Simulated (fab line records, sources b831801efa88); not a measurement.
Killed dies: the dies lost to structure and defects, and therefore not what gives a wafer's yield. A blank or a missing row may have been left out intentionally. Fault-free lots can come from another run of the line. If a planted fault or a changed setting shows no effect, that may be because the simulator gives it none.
2 desks, one fault | flow sky130 | each desk has only its own numbers; what lay behind them comes last

== TOOL OWNER'S DESK, implanter-03 ==
For each lot that ran on this tool, the mean over its sampled wafers that have a number, from the tool's own readings at SKY_NWELL_IMPLANT_11. Any lot whose mean is over 4 standard deviations away from the usual mean is out of limits and marked OUT; that distance is given in the brackets.
Columns: A = beamEnergyKeV at SKY_NWELL_IMPLANT_11, usual 400.02
lot  | first seen here | A
L384 | day 4 17:36     | 400.10
L388 | day 5 20:41     | 470.41 (+99 or more) OUT
L389 | day 6 01:40     | 470.48 (+99 or more) OUT
L402 | day 9 01:35     | 399.93
L403 | day 9 11:16     | 400.13
L404 | day 9 15:22     | 400.09
L406 | day 10 04:21    | 399.99
This desk finds L388, L389 out of limits, L388 being first, at day 5 20:41 (beamEnergyKeV at SKY_NWELL_IMPLANT_11). L384, L402, L403, L404, L406 stayed within limits.

== METROLOGY DESK ==
What the gauges read for every lot (on any tool): the sampled wafers with a number, averaged. Any lot whose mean is over 4 standard deviations away from the usual mean is out of limits and marked OUT; that distance is given in the brackets.
Columns: A = NWELL_01_OVL at SKY_NWELL_OVL_MEAS_23, usual 0.0 nm; B = NWELL_RS at SKY_NWELL_RS_MEAS_29, usual 626.0 ohm/sq; C = PWDE_RS at SKY_NWELL_RS_MEAS_31, usual 5288 ohm/sq
lot  | first seen here | A    | B               | C
L383 | day 5 09:40     | -2.2 | 627.3           | 5279
L384 | day 5 11:41     | -0.7 | 627.5           | 5313
L385 | day 5 19:25     | 3.4  | 625.4           | 5291
L388 | day 6 14:34     | -2.3 | 604.0 (-16) OUT | 5291
L389 | day 6 20:40     | 0.6  | 602.1 (-17) OUT | 5281
L391 | day 7 06:46     | 1.6  | 625.0           | 5299
L396 | day 9 01:13     | -0.7 | 625.9           | 5282
L397 | day 9 01:25     | -0.6 | 625.8           | 5296
L402 | day 10 00:05    | -0.6 | 624.7           | 5287
L403 | day 10 09:23    | 0.7  | 626.7           | 5292
L404 | day 10 14:04    | 0.2  | 625.4           | 5273
L405 | day 11 00:25    | -1.7 | 627.3           | 5282
L406 | day 11 03:25    | -0.7 | 628.2           | 5266
This desk finds L388, L389 out of limits, with the earliest case on L388 at day 6 15:03 (NWELL_RS at SKY_NWELL_RS_MEAS_29). L383, L384, L385, L391, L396, L397, L402, L403, L404, L405, L406 stayed within limits.

== PUT TOGETHER ==
The tool owner's desk could have raised an alarm at day 5 20:41, on L388, L389.
Metrology desk: alarm possible at day 6 15:03 on L388, L389.
The lots listed all ran SKY_NWELL_IMPLANT_11 on implanter-03.

== WHAT WAS PUT IN BY THE SIMULATOR ==
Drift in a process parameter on implanter-03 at SKY_NWELL_IMPLANT_11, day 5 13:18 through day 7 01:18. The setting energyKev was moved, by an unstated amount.
Lots struck among those shown: L388, L389.
Time in hours from fault onset to the first out-of-limits reading at each desk: tool owner's desk 7, metrology desk 26.
